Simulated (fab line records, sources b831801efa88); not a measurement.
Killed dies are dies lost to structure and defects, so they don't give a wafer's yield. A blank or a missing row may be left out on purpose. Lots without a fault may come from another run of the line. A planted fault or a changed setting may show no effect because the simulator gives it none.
A struck lot beside a sound one | flow sky130 | 44 steps out of a route of 708
Sound: wafers L129.1, L129.4, L129.6. Struck: wafers L137.2, L137.4, L137.6. The cause comes at the end.
At each step with rows: each side's tool, then ch and its chambers, then its first start. Under that, the readings that differ: sound wafers | struck wafers | difference of the means | sigmas: that difference in standard deviations of wafers without a fault.
alike: readings whose means differ by less than 2 such deviations, and words and numbers that are the same on both sides. not compared: withheld readings, readings that some wafer has no value for, bounds like >300 that may hide the same value, and numbers for which the record gives no deviation and whose values overlap.
The two part at a step that has a row with sigmas, a row that says differs or no value, or rows on one side only. Numbers that don't overlap but have no deviation are shown without sigmas and don't part them. A reading that every wafer of one side lacks parts them only if that side has two wafers or more.

first, 2 steps without rows for these wafers: SKY_VIA3_CLEAN_18 (cleans in IPA, time 180 s); SKY_VIA3_CLEAN_19 (cleans in O3/DIW).
SKY_VIA3_SPUTTER_20: material TiN, target thk 20 nm, time 80 s.
  sound on pvd_sputter-02, day 41 06:45; struck on pvd_sputter-01, day 43 13:23
  alike: throttle_valve_pct
SKY_VIA3_CVD_21: deposits W, target thk 390 nm, time 117.31 s.
  sound on cvd_w-02 ch 0, day 41 06:49; struck on cvd_w-01 ch 0, day 43 13:26
  alike: heater_power_w
SKY_VIA3_RS_MEAS_22: measures by four-point-probe.
  sound on film_metro-04, day 41 06:56; struck on film_metro-03, day 43 13:35
  reading            | sound             | struck            | difference | sigmas
  VIA3_W_RS (ohm/sq) | 0.298 0.300 0.301 | 0.289 0.288 0.289 | -0.011     | -4
SKY_VIA3_THK_MEAS_23: measures by xrf.
  sound on film_metro-04, day 41 07:04; struck on film_metro-03, day 43 13:41
  reading         | sound       | struck      | difference | sigmas
  VIA3_W_THK (nm) | 384 380 378 | 400 402 400 | +20        | +3
then, 2 steps without rows for these wafers: SKY_VIA3_CMP_24 (polishes, stops on SiO2, t overpolish 20 s, target thk 0 nm); SKY_METAL4_SPUTTER_00 (material Ti, target thk 15 nm, time 10 s).
SKY_METAL4_SPUTTER_01: material TiN, target thk 20 nm, time 16.7 s.
  sound on pvd_sputter-03, day 41 07:26; struck on pvd_sputter-03, day 43 14:04
  alike: throttle_valve_pct
SKY_METAL4_SPUTTER_02: material AlCu, target thk 735 nm, time 39.1 s.
  sound on pvd_sputter-03, day 41 07:28; struck on pvd_sputter-03, day 43 14:05
  alike: throttle_valve_pct
then, 1 step without rows for these wafers: SKY_METAL4_SPUTTER_03 (material Ti, target thk 5 nm, time 3.3 s).
SKY_METAL4_SPUTTER_04: material TiN, target thk 70 nm, time 58.3 s.
  sound on pvd_sputter-03, day 41 07:31; struck on pvd_sputter-03, day 43 14:09
  alike: throttle_valve_pct
SKY_CAP2M_CVD_00: deposits SiO2, target thk 15.5 nm.
  sound on pecvd-02 ch 0,1,2, day 41 07:34; struck on pecvd-02 ch 0,2, day 43 14:12
  reading                                | sound             | struck            | difference | sigmas
  model.SiO2_of_CAP2M_CVD_00.thk_nm (nm) | 14.91 15.45 15.53 | 13.26 13.78 13.62 | -1.74      |
  alike: heater_power_w
SKY_CAP2M_THK_MEAS_01:
  sound on film_metro-02, day 41 07:35; struck on film_metro-01, day 43 14:14
  reading               | sound             | struck            | difference | sigmas
  CAP2M_CVD_00_THK (nm) | 14.91 15.44 15.53 | 13.29 13.79 13.57 | -1.74      | -7
then, 1 step without rows for these wafers: SKY_CAP2M_SPUTTER_02 (material TiN, target thk 200 nm, time 166.7 s).
SKY_CAP2M_RS_MEAS_03: measures by four-point-probe.
  sound on film_metro-03, day 41 07:46; struck on film_metro-02, day 43 14:25
  alike: CAP2M_TIN_RS
SKY_CAP2M_THK_MEAS_04: measures by xrf.
  sound on film_metro-03, day 41 07:53; struck on film_metro-02, day 43 14:31
  alike: CAP2M_TIN_THK
then, 7 steps without rows for these wafers: SKY_CAP2M_DEHYDRATE_05 (time 60 s); SKY_CAP2M_HMDS_06 (prime time 60 s); SKY_CAP2M_COAT_07 (resist thk 1140 nm); SKY_CAP2M_SOFTBAKE_08 (time 60 s); SKY_CAP2M_EXPOSE_09 (exposes mask CAP2M, target cd 1000 nm); SKY_CAP2M_PEB_10; SKY_CAP2M_DEVELOP_11 (develop time 60 s).
SKY_CAP2M_OVL_MEAS_12:
  sound on overlay-01, day 42 08:18; struck on overlay-02, day 44 12:53
  alike: CAP2M_OVL
then, 13 steps without rows for these wafers: SKY_CAP2M_METAL_ETCH_13 (etches TiN in Cl2/BCl3, stops on SiO2, target depth 220 nm, time 62.9 s); SKY_CAP2M_STRIP_14 (strips in O2/N2); SKY_CAP2M_STRIP_15 (strips in post etch residue remover, time 1200 s); SKY_CAP2M_CLEAN_16 (cleans in IPA, time 180 s); SKY_CAP2M_CLEAN_17 (cleans in O3/DIW); SKY_METAL4_DEHYDRATE_05 (time 60 s); SKY_METAL4_HMDS_06 (prime time 60 s); SKY_METAL4_COAT_07 (resist thk 60 nm); SKY_METAL4_COAT_08 (resist thk 1140 nm); SKY_METAL4_SOFTBAKE_09 (time 90 s); SKY_METAL4_EXPOSE_10 (exposes mask MM4, target cd 300 nm); SKY_METAL4_PEB_11; SKY_METAL4_DEVELOP_12 (develop time 60 s).
SKY_METAL4_CD_MEAS_13: target cd 300 nm.
  sound on cd_sem-01, day 43 08:09; struck on cd_sem-01, day 45 11:57
  alike: cd_nm
SKY_METAL4_OVL_MEAS_14:
  sound on overlay-01, day 43 08:16; struck on overlay-01, day 45 12:03
  alike: METAL4_OVL
then, 2 steps without rows for these wafers: SKY_METAL4_DESCUM_15 (chemistry O2, time 8 s); SKY_METAL4_ETCH_16 (etches BARC in N2/H2, stops on SiO2, time 88.2 s, target depth 60 nm).
SKY_METAL4_ETCH_17: etches SiO2 in C4F8/O2/Ar, stops on TiN, time 3.9 s, target depth 15 nm.
  sound on rie_diel-03 ch 2,3, day 43 08:26; struck on rie_diel-01 ch 0,1, day 45 12:13
  reading               | sound             | struck            | difference | sigmas
  oes_product_au (a.u.) | 0.738 0.757 0.752 | 0.699 0.715 0.709 | -0.041     | -6
  not compared: rf_hours_counter_h
-- the record jumps here: 4 days lie between the struck wafers' starts before and after (it left off in module METAL4 and takes up again in module PAD_OPEN, whose first step shown is number 708 of the route) --
SKY_PAD_OPEN_PROBE_99:
  sound on prober-01, day 47 06:26; struck on prober-02, day 49 03:47
  reading                               | sound               | struck               | difference | sigmas
  killed_at_front_end                   | 10 12 13            | 24 24 15             | +9         | +2
  model.etest.cap_mim2.bv_v (V)         | 13.9 13.52 13.46    | 11.87 12.05 12.16    | -1.60      |
  model.etest.cap_mim2.leak_log10_a_cm2 | -8.728 -9.04 -8.884 | -8.447 -8.469 -8.471 | +0.422     |
  model.etest.cap_mim2.c_ff_um2         | 2.426 2.353 2.352   | 2.74 2.639 2.69      | +0.31      |
  alike: defect_limited_yield, killed_at_M0_to_M3, killed_at_M4_up, killed_at_contacts, killed_at_other, killed_dies, killed_on_rim, killed_open, killed_short, sort_bin_3_pad_short, sort_bin_5_function, sort_bin_6_memory, sort_n_pass, sort_yield_pct

WHERE THEY PART
First at SKY_VIA3_RS_MEAS_22; last, within this record, at SKY_PAD_OPEN_PROBE_99.

WHY: what the simulator had put in
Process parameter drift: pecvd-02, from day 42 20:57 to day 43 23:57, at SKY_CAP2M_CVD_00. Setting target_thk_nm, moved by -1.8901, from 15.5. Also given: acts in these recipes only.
